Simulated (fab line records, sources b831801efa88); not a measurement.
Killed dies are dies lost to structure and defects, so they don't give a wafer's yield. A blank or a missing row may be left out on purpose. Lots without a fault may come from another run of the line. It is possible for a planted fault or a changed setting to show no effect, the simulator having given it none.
Chamber matching -- flow gf180mcu -- GF_CONTACT_CMP_27 on cmp-02: 4 sister chambers
The step polishes, stops on SiO2, t overpolish 15 s, target thk 0 nm. 8 wafers are shown with their chamber, then 7 later ones without.

EACH WAFER AND ITS CHAMBER
wafer,chamber,motor current A (A),overpolish run s (s)
L602.3,3,10.6,15.000
L603.2,3,10.4,15.003
L604.6,2,10.1,14.982
L606.3,2,9.7,14.996
L606.5,1,12.3,15.010
L608.5,1,12.7,14.993
L608.6,0,11.3,14.996
L613.2,0,11.6,14.994

WAFERS WHOSE CHAMBER IS MISSING
wafer,motor current A (A),overpolish run s (s)
L613.4,10.8,14.995
L613.5,13.1,14.992
L616.1,10.9,15.011
L616.5,10.6,14.989
L625.1,10.6,14.998
L625.2,10.7,15.001
L625.4,12.8,14.996

WHICH CHAMBER EACH WENT THROUGH
wafer,from the rows above,in truth
L613.4,can't be placed: 3 or 0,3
L613.5,1,1
L616.1,can't be placed: 3 or 0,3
L616.5,can't be placed: 3 or 2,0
L625.1,3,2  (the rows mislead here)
L625.2,3,3
L625.4,1,1
Correctly placed: 3 of 7. Unplaceable from these rows: 3, with the true chamber sitting among the candidates in 2. Placed wrongly: 1.
How it was worked out, from the rows above alone: a wafer's distance from a chamber is the root of the sum, over the readings, of the square of ((its reading less the chamber's mean) divided by the reading's scatter). The wafer belongs to the nearest chamber; if the next one is less than 2 further off, it can't be placed. A chamber's mean is the mean of its shown wafers. The scatter is the square root of a quotient: the sum, over the shown wafers, of each reading's squared deviation from its chamber's mean, divided by wafers minus chambers.
